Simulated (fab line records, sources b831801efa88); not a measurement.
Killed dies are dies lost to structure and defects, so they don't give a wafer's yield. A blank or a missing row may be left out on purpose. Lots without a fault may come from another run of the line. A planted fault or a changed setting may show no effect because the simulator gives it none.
Which tool did it? | flow gf180mcu | 6 lots, 17 wafers sampled, at 2 steps of a route of 602

WHAT THE GAUGES READ, wafer by wafer
GF_CONTACT_RS_MEAS_25: measures by four-point-probe.
lot  | measured     | on            | CONTACT_W_RS (ohm/sq)
L778 | day 16 16:15 | film_metro-01 | 0.381 0.379 0.379
L781 | day 17 22:14 | film_metro-03 | 0.374 0.375 0.375
L786 | day 20 07:55 | film_metro-01 | 0.374 0.380
L791 | day 22 02:10 | film_metro-04 | 0.380 0.378 0.376
L795 | day 23 05:33 | film_metro-03 | 0.385 0.383 0.382
L798 | day 24 02:27 | film_metro-04 | 0.379 0.374 0.382

WHICH TOOL RAN EACH LOT (tool, then ch and the chambers of the sampled wafers, then the start)
lot  | GF_CONTACT_SPUTTER_23
L778 | pvd_sputter-03, day 16 16:07
L781 | pvd_sputter-03, day 17 22:02
L786 | pvd_sputter-04, day 20 07:43
L791 | pvd_sputter-04, day 22 02:01
L795 | pvd_sputter-04, day 23 05:25
L798 | pvd_sputter-02, day 24 02:16
- GF_CONTACT_SPUTTER_23: material TiN, target thk 10 nm, time 40 s.

THE ANSWER, worked out from the rows above alone
Rule: what is usual is taken from the lots themselves. Put in order of their means at a reading, lots are off if they are a third of the lots or fewer, leave a main group of 4 or more, and stand apart from it by a gap of 3 or more times the standard deviation of the main group's means; of several such gaps the widest counts. A main group whose means are all the same, to the digits that the tables above print for the reading, isn't used. A lot without any number at a reading at which 4 lots or more have one is off too. The other lots that the step has rows for count as sound.
No lot is off at any reading shown: from this, nothing can be told.

WHAT THE SIMULATOR HAD PUT IN
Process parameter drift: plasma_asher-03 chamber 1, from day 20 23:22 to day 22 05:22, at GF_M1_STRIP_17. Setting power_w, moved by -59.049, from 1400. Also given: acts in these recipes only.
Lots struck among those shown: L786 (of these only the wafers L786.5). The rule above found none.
